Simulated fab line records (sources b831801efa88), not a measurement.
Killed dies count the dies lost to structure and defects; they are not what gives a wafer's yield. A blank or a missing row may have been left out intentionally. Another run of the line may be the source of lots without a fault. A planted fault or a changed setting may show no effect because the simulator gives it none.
Comparing a struck lot with a sound one | flow sky130 | 17 steps out of a route of 708
Sound: these wafers, L523.3, L523.4, L523.5. Struck: wafers L532.1, L532.4, L532.6. At the end, the cause is stated.
Each step with rows lists, per side, the tool, then ch with its chambers, then its first start. Under that, the readings that differ: sound wafers | struck wafers | difference of the means | sigmas: that difference in standard deviations of wafers without a fault.
alike: a reading whose means differ by less than 2 such deviations, as well as words and numbers matching on both sides. not compared: withheld readings; readings where some wafer has no value; bounds like >300 that might hide an equal value; numbers whose values overlap and for which the record gives no deviation.
The two part at a step that has a row with sigmas, a row that says differs or no value, or rows on one side only. When numbers do not overlap yet have no deviation, they are printed without sigmas and do not part them. Lack of a reading on every wafer of one side parts them only where that side has two or more wafers.

first, 5 steps without rows for these wafers: SKY_VIA4_COAT_06 (resist thk 1140 nm); SKY_VIA4_SOFTBAKE_07 (time 60 s); SKY_VIA4_EXPOSE_08 (exposes mask VIM4, target cd 800 nm); SKY_VIA4_PEB_09; SKY_VIA4_DEVELOP_10 (develop time 60 s).
SKY_VIA4_OVL_MEAS_11:
  sound on overlay-01 at day 45 22:58; struck on overlay-02 at day 48 00:59
  alike: VIA4_OVL
SKY_VIA4_ETCH_12: etches SiO2 in C4F8/O2/Ar, stops on TiN, target depth 580 nm.
  sound on rie-diel-04 ch 0,1,3, day 45 22:59; struck on rie-diel-04 ch 0,1,2, day 48 01:01
  alike: oes-product-au
SKY_VIA4_STRIP_13: strips in O2/N2.
  sound on plasma-asher-01 ch 0,1, day 45 23:06; struck on plasma-asher-04 ch 0,1, day 48 01:05
  alike: drypump-motor-current-A, n2-flow-sccm, oes-product-au, strip-time-to-endpoint-s
  not compared: rf-hours-counter-h
then, 3 steps without rows for these wafers: SKY_VIA4_STRIP_14 (strips in post etch residue remover, time 1200 s); SKY_VIA4_CLEAN_15 (cleans in IPA, time 180 s); SKY_VIA4_CLEAN_16 (cleans in O3/DIW).
SKY_VIA4_SPUTTER_17: material TiN, target thk 20 nm, time 80 s.
  sound on pvd-sputter-01 at day 45 23:41; struck on pvd-sputter-02 at day 48 01:41
  alike: throttle-valve-pct
SKY_VIA4_CVD_18: deposits W, target thk 505 nm, time 152.14 s.
  sound on cvd-w-02 ch 0,1, day 45 23:48; struck on cvd-w-01 ch 0,1, day 48 01:44
  reading                            | sound                | struck               | difference | sigmas
  susceptor-temp-C (C)               | 399.81 400.22 400.02 | 402.61 403.05 402.31 | +2.64      | +12
  model.W_of_VIA4_CVD_18.thk-nm (nm) | 496 497.2 495.4      | 534.5 530.3 529.2    | +35.1      |
  alike: heater-power-w
SKY_VIA4_RS_MEAS_19: measurement is done with a four-point probe.
  sound on film-metro-03 at day 45 23:56; struck on film-metro-01 at day 48 01:53
  reading            | sound                | struck               | difference | sigmas
  VIA4_W_RS (ohm/sq) | 0.2301 0.2296 0.2308 | 0.2141 0.2161 0.2168 | -0.0145    | -6
SKY_VIA4_THK_MEAS_20: measures by xrf.
  sound on film-metro-03 at day 46 00:02; struck on film-metro-01 at day 48 02:01
  reading         | sound       | struck      | difference | sigmas
  VIA4_W_THK (nm) | 496 495 498 | 548 544 542 | +48        | +6
SKY_VIA4_CMP_21: polishes, stops on SiO2, t overpolish 25 s, target thk 0 nm.
  sound on cmp-01 ch 0,1, day 46 00:10; struck on cmp-01 ch 0,2, day 48 02:04
  alike: motor-current-A, overpolish-run-s, platen-rpm, slurry-flow-ml-min, time-to-endpoint-s
-- the record jumps here: 2 days lie between the struck wafers' starts before and after (it left off in module VIA4 and takes up again in module PAD_OPEN, whose first step shown is number 708 of the route) --
SKY_PAD_OPEN_PROBE_99:
  sound on prober-02 at day 48 15:26; struck on prober-01 at day 50 10:24
  reading            | sound    | struck   | difference | sigmas
  killed-at-contacts | 12 18 20 | 26 35 20 | +10        | +2
  alike: defect-limited-yield, killed_at_M0_to_M3, killed_at_M4_up, killed-at-front-end, killed-at-other, killed-dies, killed-on-rim, killed-open, killed-short, sort_bin_3_pad_short, sort_bin_5_function, sort_bin_6_memory, sort-n-pass, sort-yield-pct

== WHERE THEY PART ==
At SKY_VIA4_CVD_18 first; at SKY_PAD_OPEN_PROBE_99 last (within this record only).

WHY: the cause the simulator had injected
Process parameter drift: cvd-w-01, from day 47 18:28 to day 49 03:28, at SKY_VIA4_CVD_18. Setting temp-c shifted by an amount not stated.
